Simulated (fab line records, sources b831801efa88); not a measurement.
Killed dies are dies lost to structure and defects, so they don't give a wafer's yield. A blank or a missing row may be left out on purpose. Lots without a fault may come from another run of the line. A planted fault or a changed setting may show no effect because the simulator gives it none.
fab line records | flow gf180mcu
record lots=5 wafers=15 last_day=33
route steps=602 shown V4@482 MIM@503
lots that met no fault: from a run of the same line without faults
start_h: hours from the record's first day to the start of the lot's first wafer shown | wait_h: hours since the lot's step before | " the same as in the row above | L1.1+2: a row that stands for several wafers | - no value, or no start given | * or withheld: withheld | < > ~ a bound
route shown NAME@n: a module of which the file shows steps, and the number in the route of the first | usual: mean/standard deviation of fault-free wafers | same: alike in all rows | chamber/n: place in a boat | sites: the reading at each site | _std_site: their standard deviation | _edge_site: outer sites' mean less inner sites' | radius_mm: how far each site lies from the wafer's centre | mask NAME#n: copy n | behind: the tool/chamber that last shaped the wafer | hold: why the lot was held/for how many hours/how that ended | device: the transistor (n, p or np) that didn't switch | end of line: the same wafers' tests at the end of the route | a step without rows: its recipe alone | killed: dies lost to structure and defects at the first sort, not the wafer's yield | map: a wafer's dies, x killed, . not, _ none there
set.NAME: the setting as run; set.NAME@STEP: as run at that earlier step | model.NAME: the simulator's own value behind a step, which no gauge read
lots at some steps of the route; a table a step, a row a wafer
services: from which hour (start_h, from the record's first day; less than 0 if before it) a tool's chamber was out of use, for how many hours, and why
## steps
# step GF_V4_DEHYDRATE_06
# recipe temp_c=200 time_s=60
# usual chill_plate_temp_C=22.99/0.099
# columns lot.wafer tool chamber start_h wait_h chill_plate_temp_C
L074.2 litho_track-04 0 548.23 10.5 22.98
L074.5 " 0 " " 22.94
L074.6 " 0 " " 23.02
L075.1 litho_track-03 0 560.94 10.6 23.13
L075.3 " 0 " " 22.98
L075.5 " 0 " " 23.13
L082.1 litho_track-03 0 629.59 8.8 22.88
L082.2 " 0 " " 22.90
L082.6 " 0 " " 23.09
L083.1 litho_track-04 0 634.16 10.1 22.98
L083.2 " 0 " " 22.95
L083.5 " 0 " " 22.95
L090.3 litho_track-01 0 689.21 8.3 23.01
L090.4 " 0 " " 22.88
L090.5 " 0 " " 23.02
# step GF_V4_HMDS_07
# recipe prime_time_s=60 prime_temp_c=120
# usual chill_plate_temp_C=22.97/0.11
# columns lot.wafer tool chamber start_h wait_h chill_plate_temp_C
L074.2 litho_track-04 0 548.38 0.1 22.93
L074.5 " 0 " " 23.04
L074.6 " 0 " " 23.04
L075.1 litho_track-03 0 561.09 0.1 22.99
L075.3 " 0 " " 23.11
L075.5 " 0 " " 23.11
L082.1 litho_track-03 0 629.74 0.1 23.02
L082.2 " 0 " " 23.02
L082.6 " 0 " " 22.90
L083.1 litho_track-04 0 634.31 0.1 22.85
L083.2 " 0 " " 22.75
L083.5 " 0 " " 22.66
L090.3 litho_track-01 0 689.36 0.1 22.89
L090.4 " 0 " " 22.84
L090.5 " 0 " " 22.95
# step GF_V4_COAT_08
# recipe resist=BARC temp_c=withheld time_s=withheld spin_rpm=withheld resist_thk_nm=withheld
# usual chill_plate_temp_C=*
# columns lot.wafer tool chamber start_h wait_h chill_plate_temp_C
L074.2 litho_track-04 0 548.53 0.1 *
L074.5 " 0 " " *
L074.6 " 0 " " *
L075.1 litho_track-03 0 561.24 0.1 *
L075.3 " 0 " " *
L075.5 " 0 " " *
L082.1 litho_track-03 0 629.89 0.1 *
L082.2 " 0 " " *
L082.6 " 0 " " *
L083.1 litho_track-04 0 634.46 0.1 *
L083.2 " 0 " " *
L083.5 " 0 " " *
L090.3 litho_track-01 0 689.51 0.1 *
L090.4 " 0 " " *
L090.5 " 0 " " *
# step GF_V4_COAT_09
# recipe resist=KrF spin_rpm=withheld resist_thk_nm=1000
# usual chill_plate_temp_C=23.01/0.096
# columns lot.wafer tool chamber start_h wait_h chill_plate_temp_C
L074.2 litho_track-04 0 - - 22.92
L074.5 " 0 " " 23.09
L074.6 " 0 " " 23.06
L075.1 litho_track-03 0 - - 22.82
L075.3 " 0 " " 22.90
L075.5 " 0 " " 23.08
L082.1 litho_track-03 0 - - 22.90
L082.2 " 0 " " 23.09
L082.6 " 0 " " 23.02
L083.1 litho_track-04 0 - - 23.11
L083.2 " 0 " " 23.04
L083.5 " 0 " " 22.98
L090.3 litho_track-01 0 - - 22.95
L090.4 " 0 " " 23.01
L090.5 " 0 " " 23.08
# step GF_V4_SOFTBAKE_10
# recipe temp_c=130 time_s=60 resist=KrF
# usual chill_plate_temp_C=22.98/0.12
# columns lot.wafer tool chamber start_h wait_h chill_plate_temp_C
L074.2 litho_track-04 0 - - 22.95
L074.5 " 0 " " 22.87
L074.6 " 0 " " 23.05
L075.1 litho_track-03 0 - - 22.97
L075.3 " 0 " " 23.07
L075.5 " 0 " " 22.96
L082.1 litho_track-03 0 - - 22.95
L082.2 " 0 " " 22.79
L082.6 " 0 " " 22.85
L083.1 litho_track-04 0 - - 23.16
L083.2 " 0 " " 23.36
L083.5 " 0 " " 23.01
L090.3 litho_track-01 0 - - 23.05
L090.4 " 0 " " 23.13
L090.5 " 0 " " 22.75
# step GF_V4_EXPOSE_11
# recipe mask_id=Via4 target_cd_nm=260 na=0.68 source_shape=conventional sigma_outer=0.6 dose_mj=38
# columns lot.wafer tool chamber start_h wait_h mask
L074.2+5+6 krf_scanner-01 0 - - Via4#0
L075.1+3+5 krf_scanner-01 0 - - Via4#0
L082.1+2+6 krf_scanner-02 0 - - Via4#0
L083.1+2+5 krf_scanner-02 0 - - Via4#0
L090.3+4+5 krf_scanner-02 0 - - Via4#0
# step GF_V4_PEB_12
# recipe peb_temp_c=135 peb_time_s=90 resist=KrF
# usual chill_plate_temp_C=23.00/0.11
# columns lot.wafer tool chamber start_h wait_h chill_plate_temp_C
L074.2 litho_track-04 0 - - 22.95
L074.5 " 0 " " 22.99
L074.6 " 0 " " 22.93
L075.1 litho_track-01 0 - - 22.85
L075.3 " 0 " " 23.00
L075.5 " 0 " " 23.06
L082.1 litho_track-04 0 - - 22.85
L082.2 " 0 " " 22.93
L082.6 " 0 " " 22.81
L083.1 litho_track-03 0 - - 23.03
L083.2 " 0 " " 23.14
L083.5 " 0 " " 23.05
L090.3 litho_track-03 0 - - 23.10
L090.4 " 0 " " 22.99
L090.5 " 0 " " 23.05
# step GF_V4_DEVELOP_13
# recipe develop_time_s=60 resist=KrF dev_temp_c=21
# usual chill_plate_temp_C=22.99/0.11
# columns lot.wafer tool chamber start_h wait_h chill_plate_temp_C
L074.2 litho_track-04 0 559.63 0.2 23.08
L074.5 " 0 " " 22.93
L074.6 " 0 " " 22.88
L075.1 litho_track-01 0 572.06 0.2 22.73
L075.3 " 0 " " 22.88
L075.5 " 0 " " 23.00
L082.1 litho_track-04 0 641.26 0.2 23.00
L082.2 " 0 " " 23.02
L082.6 " 0 " " 22.94
L083.1 litho_track-03 0 644.39 0.2 23.08
L083.2 " 0 " " 22.88
L083.5 " 0 " " 22.94
L090.3 litho_track-03 0 699.24 0.1 22.99
L090.4 " 0 " " 23.03
L090.5 " 0 " " 23.07
# step GF_V4_CD_MEAS_14
# recipe target_cd_nm=260
# usual cd_nm=260.1/1.1
# columns lot.wafer tool chamber start_h wait_h cd_nm
L074.2 cd_sem-01 - 559.78 0.1 258.7
L074.5 " - " " 259.0
L074.6 " - " " 259.8
L075.1 cd_sem-02 - 572.21 0.1 258.4
L075.3 " - " " 258.4
L075.5 " - " " 258.9
L082.1 cd_sem-01 - 641.41 0.1 261.2
L082.2 " - " " 259.9
L082.6 " - " " 261.6
L083.1 cd_sem-01 - 644.63 0.2 260.9
L083.2 " - " " 261.3
L083.5 " - " " 261.0
L090.3 cd_sem-02 - 699.38 0.1 261.0
L090.4 " - " " 261.9
L090.5 " - " " 260.7
# step GF_V4_OVL_MEAS_15
# usual V4_OVL=2/5.6
# columns lot.wafer tool chamber start_h wait_h V4_OVL[nm]
L074.2 overlay-01 - 559.88 0.1 9
L074.5 " - " " 0
L074.6 " - " " 8
L075.1 overlay-01 - 572.33 0.1 -7
L075.3 " - " " 1
L075.5 " - " " -3
L082.1 overlay-01 - 641.53 0.1 9
L082.2 " - " " -2
L082.6 " - " " 8
L083.1 overlay-02 - 644.75 0.1 8
L083.2 " - " " 3
L083.5 " - " " 4
L090.3 overlay-02 - 699.47 0.1 -1
L090.4 " - " " 2
L090.5 " - " " 1
# step GF_V4_ETCH_16
# recipe chemistry=N2/H2 target_depth_a=withheld overetch_a=withheld time_s=withheld target=BARC ion_energy_ev=200 source_w=500 bias_w=100 pressure_mtorr=30 n2_flow_sccm=100 h2_flow_sccm=200
# usual drypump_motor_current_A=5.8/0.37 oes_product_au=0.855/0.0045 throttle_valve_pct=13.226/0.0088
# columns lot.wafer tool chamber start_h wait_h drypump_motor_current_A oes_product_au throttle_valve_pct
L074.2 rie_diel-04 1 559.91 0.0 5.6 0.854 13.230
L074.5 " 1 " " 5.5 0.852 13.229
L074.6 " 2 " " 5.9 0.853 13.231
L075.1 rie_diel-04 2 572.37 0.0 6.0 0.855 13.225
L075.3 " 3 " " 5.7 0.847 13.220
L075.5 " 1 " " 5.5 0.867 13.232
L082.1 rie_diel-04 1 641.56 0.0 5.5 0.855 13.214
L082.2 " 3 " " 5.7 0.850 13.222
L082.6 " 2 " " 6.0 0.851 13.221
L083.1 rie_diel-03 2 644.79 0.0 6.6 0.853 13.216
L083.2 " 3 " " 5.7 0.865 13.238
L083.5 " 2 " " 6.6 0.866 13.220
L090.3 rie_diel-04 3 699.50 0.0 5.7 0.855 13.222
L090.4 " 2 " " 5.9 0.855 13.216
L090.5 " 0 " " 6.0 0.853 13.226
# step GF_V4_ETCH_17
# recipe chemistry=C4F8/O2/Ar mask_material=KrF target=SiO2 stop_on=TiN source_w=1500 bias_w=1200 pressure_mtorr=40 c4f8_flow_sccm=withheld O2_flow_sccm=6 Ar_flow_sccm=300 time_s=withheld target_depth_a=6300
# usual oes_product_au=0.856/0.0046
# columns lot.wafer tool chamber start_h wait_h oes_product_au
L074.2 rie_diel-04 1 - - 0.864
L074.5 " 1 " " 0.865
L074.6 " 2 " " 0.857
L075.1 rie_diel-04 2 - - 0.861
L075.3 " 3 " " 0.862
L075.5 " 1 " " 0.861
L082.1 rie_diel-04 1 - - 0.857
L082.2 " 3 " " 0.853
L082.6 " 2 " " 0.852
L083.1 rie_diel-03 2 - - 0.860
L083.2 " 3 " " 0.850
L083.5 " 2 " " 0.847
L090.3 rie_diel-04 3 - - 0.850
L090.4 " 2 " " 0.857
L090.5 " 0 " " 0.859
# step GF_V4_STRIP_18
# recipe chemistry=O2/N2 power_w=1400 pressure_mtorr=1500 platen_temp_c=250 o2_flow_sccm=3000 n2_flow_sccm=300 overash_fraction=0.5
# usual drypump_motor_current_A=5.8/0.41 heater_power_w=327/22 oes_product_au=0.592/0.0046
# columns lot.wafer tool chamber start_h wait_h drypump_motor_current_A heater_power_w oes_product_au rf_hours_counter_h
L074.2 plasma_asher-01 1 560.11 - 6.0 310 0.589 76
L074.5 " 1 " " 6.1 325 0.593 -
L074.6 " 0 " " 6.3 341 0.592 -
L075.1 plasma_asher-03 1 572.50 - 5.6 290 0.591 46
L075.3 " 0 " " 5.2 327 0.597 -
L075.5 " 0 " " 5.2 325 0.593 -
L082.1 plasma_asher-04 0 641.69 - 5.2 307 0.597 22
L082.2 " 1 " " 6.0 349 0.594 22
L082.6 " 0 " " 5.3 308 0.593 -
L083.1 plasma_asher-01 0 644.92 - 6.3 341 0.593 87
L083.2 " 1 " " 6.0 318 0.597 87
L083.5 " 0 " " 6.3 345 0.593 -
L090.3 plasma_asher-03 1 699.66 - 5.7 296 0.592 -
L090.4 " 0 " " 5.2 330 0.583 -
L090.5 " 1 " " 5.7 287 0.599 -
# step GF_V4_STRIP_19
# recipe chemistry=post_etch_residue_remover time_s=1200 temp_c=72.5
# usual bath_heat_duty_pct=13.9/1.7
# columns lot.wafer tool chamber start_h wait_h bath_heat_duty_pct
L074.2 wet_bench-03 0 560.21 0.1 14.6
L074.5 " 0 " " 14.9
L074.6 " 0 " " 14.7
L075.1 wet_bench-02 3 572.60 0.1 16.8
L075.3 " 3 " " 17.0
L075.5 " 3 " " 16.1
L082.1 wet_bench-02 0 641.79 0.1 13.7
L082.2 " 0 " " 13.2
L082.6 " 0 " " 13.5
L083.1 wet_bench-02 0 645.02 0.1 13.4
L083.2 " 0 " " 14.1
L083.5 " 0 " " 14.1
L090.3 wet_bench-03 3 699.73 0.0 11.9
L090.4 " 3 " " 10.7
L090.5 " 3 " " 11.8
# step GF_V4_CLEAN_20
# recipe chemistry=DIW dry=n2_spin
# columns lot.wafer tool chamber start_h wait_h
L074.2+5+6 wet_bench-04 3 560.55 0.0
L075.1+3+5 wet_bench-04 3 572.97 0.0
L082.1+2+6 wet_bench-04 0 642.13 0.0
L083.1+2+5 wet_bench-03 2 645.36 0.0
L090.3+4+5 wet_bench-04 3 700.07 0.0
# step GF_V4_SPUTTER_21
# recipe material=Ti target_thk_nm=15 chamber_pressure_pa=5 power_w=2500 substrate_temp_c=200 time_s=80.02
# usual throttle_valve_pct=29.7/0.7
# columns lot.wafer tool chamber start_h wait_h throttle_valve_pct
L074.2 pvd_sputter-02 - 560.65 0.0 30.3
L074.5 " - " " 29.8
L074.6 " - " " 30.4
L075.1 pvd_sputter-02 - 573.06 0.0 30.4
L075.3 " - " " 30.0
L075.5 " - " " 30.3
L082.1 pvd_sputter-04 - 642.23 0.0 28.6
L082.2 " - " " 31.2
L082.6 " - " " 29.2
L083.1 pvd_sputter-04 - 645.45 0.0 31.1
L083.2 " - " " 29.2
L083.5 " - " " 29.4
L090.3 pvd_sputter-03 - 700.16 0.0 29.5
L090.4 " - " " 29.2
L090.5 " - " " 29.2
# step GF_V4_SPUTTER_22
# recipe material=TiN target_thk_nm=10 chamber_pressure_pa=5 power_w=4000 time_s=40
# usual throttle_valve_pct=29.7/0.7
# columns lot.wafer tool chamber start_h wait_h throttle_valve_pct
L074.2 pvd_sputter-02 - 560.71 0.0 30.3
L074.5 " - " " 29.9
L074.6 " - " " 30.3
L075.1 pvd_sputter-02 - 573.12 0.0 30.5
L075.3 " - " " 30.0
L075.5 " - " " 30.5
L082.1 pvd_sputter-04 - 642.29 0.0 28.7
L082.2 " - " " 31.1
L082.6 " - " " 29.0
L083.1 pvd_sputter-04 - 645.51 0.0 31.0
L083.2 " - " " 29.2
L083.5 " - " " 29.1
L090.3 pvd_sputter-03 - 700.22 0.0 29.2
L090.4 " - " " 29.7
L090.5 " - " " 29.3
# step GF_V4_CVD_23
# recipe material=W target_thk_nm=350 time_s=104.9 temp_c=400 pressure_torr=40
# usual heater_power_outer_w=513/42 heater_power_w=848/45 susceptor_temp_C=399.99/0.17
# columns lot.wafer tool chamber start_h wait_h heater_power_outer_w heater_power_w susceptor_temp_C
L074.2 cvd_w-01 1 560.75 0.0 479 803 400.14
L074.5 " 0 " " 508 856 400.06
L074.6 " 1 " " 502 813 400.12
L075.1 cvd_w-02 0 573.16 0.0 591 904 400.10
L075.3 " 0 " " 579 931 400.04
L075.5 " 1 " " 459 768 399.64
L082.1 cvd_w-02 0 642.33 0.0 576 930 400.04
L082.2 " 1 " " 449 785 399.86
L082.6 " 1 " " 454 776 400.41
L083.1 cvd_w-01 0 645.55 0.0 511 858 399.77
L083.2 " 1 " " 479 820 399.78
L083.5 " 1 " " 503 839 400.00
L090.3 cvd_w-01 1 700.30 0.1 491 819 400.18
L090.4 " 0 " " 521 848 399.77
L090.5 " 0 " " 536 816 400.10
# step GF_V4_RS_MEAS_24
# recipe thk_meas_gauge=four-point-probe reads=W_of_V4_CVD_23+TiN_of_V4_SPUTTER_22+Ti_of_V4_SPUTTER_21
# usual V4_W_RS=0.328/0.0041
# columns lot.wafer tool chamber start_h wait_h V4_W_RS[ohm/sq]
L074.2 film_metro-04 - 560.88 0.1 0.330
L074.5 " - " " 0.321
L074.6 " - " " 0.332
L075.1 film_metro-01 - 573.27 0.1 0.331
L075.3 " - " " 0.329
L075.5 " - " " 0.327
L082.1 film_metro-01 - 642.44 0.1 0.326
L082.2 " - " " 0.327
L082.6 " - " " 0.326
L083.1 film_metro-04 - 645.72 0.1 0.325
L083.2 " - " " 0.332
L083.5 " - " " 0.331
L090.3 film_metro-01 - 700.41 0.1 0.332
L090.4 " - " " 0.326
L090.5 " - " " 0.323
# step GF_V4_THK_MEAS_25
# recipe thk_meas_gauge=xrf reads=W_of_V4_CVD_23
# usual V4_W_THK=350/6.2
# columns lot.wafer tool chamber start_h wait_h V4_W_THK[nm]
L074.2 film_metro-04 - 560.99 0.1 355
L074.5 " - " " 364
L074.6 " - " " 352
L075.1 film_metro-01 - 573.39 0.1 346
L075.3 " - " " 346
L075.5 " - " " 348
L082.1 film_metro-01 - 642.56 0.1 346
L082.2 " - " " 344
L082.6 " - " " 344
L083.1 film_metro-04 - 645.84 0.1 361
L083.2 " - " " 353
L083.5 " - " " 353
L090.3 film_metro-01 - 700.51 0.1 342
L090.4 " - " " 346
L090.5 " - " " 350
# step GF_V4_CMP_26
# recipe stop_on=SiO2 down_force_psi=3.5 platen_rpm=60 t_overpolish_s=15 target_thk_nm=0 pad_velocity_m_s=0.94248
# usual motor_current_A=10.7/1.6 overpolish_run_s=15.002/0.0086 slurry_filter_dp_kPa=13.50/0.14 time_to_endpoint_s=87/3.2
# columns lot.wafer tool chamber start_h wait_h motor_current_A overpolish_run_s slurry_filter_dp_kPa time_to_endpoint_s
L074.2 cmp-01 1 561.58 0.6 11.9 15.002 13.55 84
L074.5 " 3 " " 12.2 15.007 13.44 88
L074.6 " 0 " " 10.8 14.999 13.44 85
L075.3 cmp-02 1 576.89 3.5 11.6 14.995 13.20 85
L075.1 " 2 " " 11.4 14.995 13.56 88
L075.5 " 0 " " 7.2 14.999 13.49 92
L082.1 cmp-02 1 642.72 0.1 11.7 15.005 13.21 82
L082.2 " 2 " " 11.9 14.994 13.46 87
L082.6 " 3 " " 9.9 15.004 13.57 84
L083.1 cmp-02 0 646.07 0.2 7.7 14.983 13.42 92
L083.2 " 1 " " 12.1 15.012 13.48 83
L083.5 " 3 " " 9.6 15.015 13.35 82
L090.3 cmp-02 0 700.55 0.0 7.5 15.010 13.25 90
L090.4 " 1 " " 12.3 15.012 13.27 88
L090.5 " 0 " " 7.3 15.014 13.64 96
# step GF_MIM_SPUTTER_00
# recipe material=Ti target_thk_nm=37.5 arriving_ion_energy_ev=80 substrate_temp_c=200 chamber_pressure_pa=2 power_w=4000 time_s=150
# usual throttle_valve_pct=29.7/0.67
# columns lot.wafer tool chamber start_h wait_h throttle_valve_pct
L074.2 pvd_sputter-02 - 561.78 0.1 29.1
L074.5 " - " " 30.3
L074.6 " - " " 29.0
L075.1 pvd_sputter-03 - 577.14 0.1 29.7
L075.3 " - " " 29.5
L075.5 " - " " 30.3
L082.1 pvd_sputter-02 - 642.92 0.1 28.7
L082.2 " - " " 30.3
L082.6 " - " " 28.6
L083.1 pvd_sputter-03 - 646.32 0.2 29.1
L083.2 " - " " 29.5
L083.5 " - " " 29.4
L090.3 pvd_sputter-01 - 700.85 0.2 30.8
L090.4 " - " " 29.2
L090.5 " - " " 28.8
# step GF_MIM_SPUTTER_01
# recipe material=TiN target_thk_nm=30 power_w=6500 time_s=25 chamber_pressure_pa=0.4
# usual throttle_valve_pct=29.7/0.69
# columns lot.wafer tool chamber start_h wait_h throttle_valve_pct
L074.2 pvd_sputter-02 - 561.88 0.1 29.0
L074.5 " - " " 30.3
L074.6 " - " " 28.7
L075.1 pvd_sputter-03 - 577.24 0.1 29.7
L075.3 " - " " 29.3
L075.5 " - " " 30.8
L082.1 pvd_sputter-02 - 643.02 0.1 28.8
L082.2 " - " " 30.6
L082.6 " - " " 29.1
L083.1 pvd_sputter-03 - 646.42 0.1 29.0
L083.2 " - " " 29.7
L083.5 " - " " 29.6
L090.3 pvd_sputter-01 - 700.95 0.1 31.1
L090.4 " - " " 29.4
L090.5 " - " " 28.9
# step GF_MIM_SPUTTER_02
# recipe material=AlCu target_thk_nm=450 power_w=10600 time_s=23.9 chamber_pressure_pa=0.4
# usual throttle_valve_pct=29.7/0.67
# columns lot.wafer tool chamber start_h wait_h throttle_valve_pct
L074.2 pvd_sputter-02 - 561.91 0.0 28.8
L074.5 " - " " 30.2
L074.6 " - " " 28.8
L075.1 pvd_sputter-03 - 577.27 0.0 29.8
L075.3 " - " " 29.4
L075.5 " - " " 30.7
L082.1 pvd_sputter-02 - 643.05 0.0 28.7
L082.2 " - " " 30.4
L082.6 " - " " 29.0
L083.1 pvd_sputter-03 - 646.45 0.0 29.0
L083.2 " - " " 29.1
L083.5 " - " " 29.4
L090.3 pvd_sputter-01 - 700.98 0.0 30.7
L090.4 " - " " 29.3
L090.5 " - " " 29.1
# step GF_MIM_SPUTTER_03
# recipe material=Ti target_thk_nm=10 substrate_temp_c=300 chamber_pressure_pa=0.3 power_w=3000 time_s=6.7
# usual throttle_valve_pct=29.7/0.67
# columns lot.wafer tool chamber start_h wait_h throttle_valve_pct
L074.2 pvd_sputter-02 - 561.94 0.0 28.9
L074.5 " - " " 30.2
L074.6 " - " " 28.8
L075.1 pvd_sputter-03 - 577.30 0.0 29.6
L075.3 " - " " 29.5
L075.5 " - " " 30.2
L082.1 pvd_sputter-02 - 643.08 0.0 29.1
L082.2 " - " " 30.3
L082.6 " - " " 28.8
L083.1 pvd_sputter-03 - 646.48 0.0 29.5
L083.2 " - " " 29.4
L083.5 " - " " 29.7
L090.3 pvd_sputter-01 - 701.01 0.0 30.8
L090.4 " - " " 29.4
L090.5 " - " " 29.1
# step GF_MIM_SPUTTER_04
# recipe material=TiN target_thk_nm=50 power_w=6500 time_s=41.7 chamber_pressure_pa=0.4
# usual throttle_valve_pct=29.7/0.69
# columns lot.wafer tool chamber start_h wait_h throttle_valve_pct
L074.2 pvd_sputter-02 - 561.96 0.0 29.0
L074.5 " - " " 30.6
L074.6 " - " " 29.0
L075.1 pvd_sputter-03 - 577.32 0.0 29.7
L075.3 " - " " 29.3
L075.5 " - " " 30.7
L082.1 pvd_sputter-02 - 643.10 0.0 28.8
L082.2 " - " " 30.3
L082.6 " - " " 28.6
L083.1 pvd_sputter-03 - 646.50 0.0 29.2
L083.2 " - " " 29.3
L083.5 " - " " 29.6
L090.3 pvd_sputter-01 - 701.03 0.0 31.1
L090.4 " - " " 29.5
L090.5 " - " " 29.3
# step GF_MIM_CVD_05
# recipe material=Si3N4 target_thk_nm=42 temp_max_c=400 temp_c=385 time_s=29.086 rf_w=450
# usual heater_power_outer_w=424/60 heater_power_w=693/80 susceptor_temp_C=385.00/0.21
# columns lot.wafer tool chamber start_h wait_h heater_power_outer_w heater_power_w susceptor_temp_C
L074.2 pecvd-04 1 562.00 0.0 527 795 385.33
L074.5 " 1 " " 530 776 385.08
L074.6 " 0 " " 455 675 384.79
L075.1 pecvd-02 2 577.36 0.0 400 684 384.96
L075.3 " 1 " " 331 577 385.14
L075.5 " 2 " " 380 671 385.49
L082.1 pecvd-03 0 643.14 0.0 512 832 385.39
L082.2 " 1 " " 444 763 384.92
L082.6 " 2 " " 431 682 384.73
L083.1 pecvd-03 2 646.54 0.0 441 679 385.48
L083.2 " 1 " " 392 678 385.04
L083.5 " 0 " " 497 805 384.90
L090.3 pecvd-02 1 701.07 0.0 306 552 385.28
L090.4 " 2 " " 395 677 385.44
L090.5 " 1 " " 315 567 385.06
# step GF_MIM_THK_MEAS_06
# recipe reads=Si3N4_of_MIM_CVD_05
# usual MIM_CVD_05_THK=42.1/0.6
# columns lot.wafer tool chamber start_h wait_h MIM_CVD_05_THK[nm]
L074.2 film_metro-04 - 562.04 0.0 41.5
L074.5 " - " " 42.3
L074.6 " - " " 42.2
L075.1 film_metro-04 - 577.39 0.0 40.9
L075.3 " - " " 40.9
L075.5 " - " " 41.5
L082.1 film_metro-02 - 643.17 0.0 41.0
L082.2 " - " " 42.1
L082.6 " - " " 42.1
L083.1 film_metro-02 - 646.57 0.0 42.0
L083.2 " - " " 42.5
L083.5 " - " " 42.9
L090.3 film_metro-03 - 701.13 0.0 41.1
L090.4 " - " " 42.1
L090.5 " - " " 42.1
# step GF_MIM_SPUTTER_07
# recipe material=TiN target_thk_nm=60 power_w=6500 time_s=50 chamber_pressure_pa=0.4
# usual throttle_valve_pct=29.7/0.65
# columns lot.wafer tool chamber start_h wait_h throttle_valve_pct
L074.2 pvd_sputter-03 - 562.09 0.0 29.5
L074.5 " - " " 29.2
L074.6 " - " " 29.6
L075.1 pvd_sputter-03 - 577.45 0.1 29.8
L075.3 " - " " 29.3
L075.5 " - " " 30.5
L082.1 pvd_sputter-01 - 643.23 0.1 29.2
L082.2 " - " " 29.4
L082.6 " - " " 29.7
L083.1 pvd_sputter-01 - 646.63 0.1 29.1
L083.2 " - " " 29.1
L083.5 " - " " 29.6
L090.3 pvd_sputter-03 - 701.17 0.0 29.3
L090.4 " - " " 29.6
L090.5 " - " " 29.5
# step GF_MIM_SPUTTER_08
# recipe material=AlCu target_thk_nm=200 power_w=10600 time_s=10.6 chamber_pressure_pa=0.4
# usual throttle_valve_pct=29.7/0.63
# columns lot.wafer tool chamber start_h wait_h throttle_valve_pct
L074.2 pvd_sputter-03 - 562.14 0.0 29.2
L074.5 " - " " 29.3
L074.6 " - " " 29.8
L075.1 pvd_sputter-03 - 577.49 0.0 29.9
L075.3 " - " " 29.3
L075.5 " - " " 30.5
L082.1 pvd_sputter-01 - 643.28 0.0 29.2
L082.2 " - " " 29.5
L082.6 " - " " 29.3
L083.1 pvd_sputter-01 - 646.68 0.0 29.5
L083.2 " - " " 29.3
L083.5 " - " " 29.4
L090.3 pvd_sputter-03 - 701.21 0.0 29.1
L090.4 " - " " 29.6
L090.5 " - " " 29.2
# step GF_MIM_SPUTTER_09
# recipe material=TiN target_thk_nm=35 power_w=6500 time_s=29.2 chamber_pressure_pa=0.4
# usual throttle_valve_pct=29.7/0.63
# columns lot.wafer tool chamber start_h wait_h throttle_valve_pct
L074.2 pvd_sputter-03 - 562.16 0.0 29.4
L074.5 " - " " 29.2
L074.6 " - " " 29.7
L075.1 pvd_sputter-03 - 577.52 0.0 29.7
L075.3 " - " " 29.3
L075.5 " - " " 30.6
L082.1 pvd_sputter-01 - 643.30 0.0 29.0
L082.2 " - " " 29.2
L082.6 " - " " 29.4
L083.1 pvd_sputter-01 - 646.70 0.0 29.5
L083.2 " - " " 29.1
L083.5 " - " " 29.5
L090.3 pvd_sputter-03 - 701.23 0.0 29.4
L090.4 " - " " 29.2
L090.5 " - " " 29.4
# step GF_MIM_RS_MEAS_10
# recipe thk_meas_gauge=four-point-probe reads=TiN_of_MIM_SPUTTER_09+AlCu_of_MIM_SPUTTER_08+TiN_of_MIM_SPUTTER_07
# usual MIM_ALCU_RS=0.1607/0.002
# columns lot.wafer tool chamber start_h wait_h MIM_ALCU_RS[ohm/sq]
L074.2 film_metro-02 - 562.21 0.0 0.1597
L074.5 " - " " 0.1600
L074.6 " - " " 0.1614
L075.1 film_metro-04 - 577.55 0.0 0.1625
L075.3 " - " " 0.1613
L075.5 " - " " 0.1652
L082.1 film_metro-02 - 643.33 0.0 0.1578
L082.2 " - " " 0.1597
L082.6 " - " " 0.1567
L083.1 film_metro-02 - 646.73 0.0 0.1608
L083.2 " - " " 0.1597
L083.5 " - " " 0.1627
L090.3 film_metro-04 - 701.31 0.1 0.1581
L090.4 " - " " 0.1586
L090.5 " - " " 0.1578
# step GF_MIM_THK_MEAS_11
# recipe thk_meas_gauge=xrf reads=AlCu_of_MIM_SPUTTER_08
# usual MIM_ALCU_THK=199.6/2.8
# columns lot.wafer tool chamber start_h wait_h MIM_ALCU_THK[nm]
L074.2 film_metro-02 - 562.32 0.1 202.2
L074.5 " - " " 201.5
L074.6 " - " " 200.2
L075.1 film_metro-04 - 577.67 0.1 198.4
L075.3 " - " " 198.9
L075.5 " - " " 194.7
L082.1 film_metro-02 - 643.45 0.1 203.1
L082.2 " - " " 200.3
L082.6 " - " " 204.4
L083.1 film_metro-02 - 646.85 0.1 199.0
L083.2 " - " " 199.7
L083.5 " - " " 196.3
L090.3 film_metro-04 - 701.41 0.1 203.5
L090.4 " - " " 203.2
L090.5 " - " " 203.5
# step GF_MIM_DEHYDRATE_12
# recipe temp_c=200 time_s=60
# usual chill_plate_temp_C=23.00/0.11
# columns lot.wafer tool chamber start_h wait_h chill_plate_temp_C
L074.2 litho_track-03 0 571.77 9.4 22.89
L074.5 " 0 " " 23.07
L074.6 " 0 " " 22.93
L075.1 litho_track-02 0 587.14 9.5 22.91
L075.3 " 0 " " 22.92
L075.5 " 0 " " 22.88
L082.1 litho_track-02 0 652.14 8.7 22.96
L082.2 " 0 " " 22.82
L082.6 " 0 " " 23.02
L083.1 litho_track-02 0 657.09 10.2 22.84
L083.2 " 0 " " 22.82
L083.5 " 0 " " 22.80
L090.3 litho_track-01 0 709.81 8.4 23.13
L090.4 " 0 " " 23.14
L090.5 " 0 " " 23.05
## services
# columns tool chamber start_h hours kind
pvd_sputter-04 - 534.00 5.3 repair
krf_scanner-02 - 537.93 1.3 pm
cvd_w-01 0 539.04 15.2 repair
krf_scanner-02 - 539.23 1.0 pm
krf_scanner-02 - 540.41 62.2 repair
rie_diel-04 - 545.80 1.4 repair
pvd_sputter-01 - 546.80 2.7 repair
rie_diel-04 3 553.56 8.5 repair
cmp-02 - 555.39 6.4 pm
rie_diel-04 0 557.83 36.9 repair
pvd_sputter-02 - 563.62 1.8 repair
cmp-02 - 572.24 4.0 pm
pvd_sputter-01 - 580.93 3.8 repair
wet_bench-04 - 601.68 1.5 repair
krf_scanner-02 - 602.58 4.0 pm
krf_scanner-02 - 606.61 0.8 pm
krf_scanner-02 - 608.36 0.8 pm
rie_diel-04 - 622.29 2.4 repair
cmp-02 - 631.04 0.4 repair
krf_scanner-02 - 653.84 3.6 pm
pvd_sputter-04 - 678.62 2.5 repair
pvd_sputter-03 - 681.00 3.7 repair
cmp-02 - 688.52 0.8 repair
pvd_sputter-02 - 709.16 4.8 repair
## key
fault none
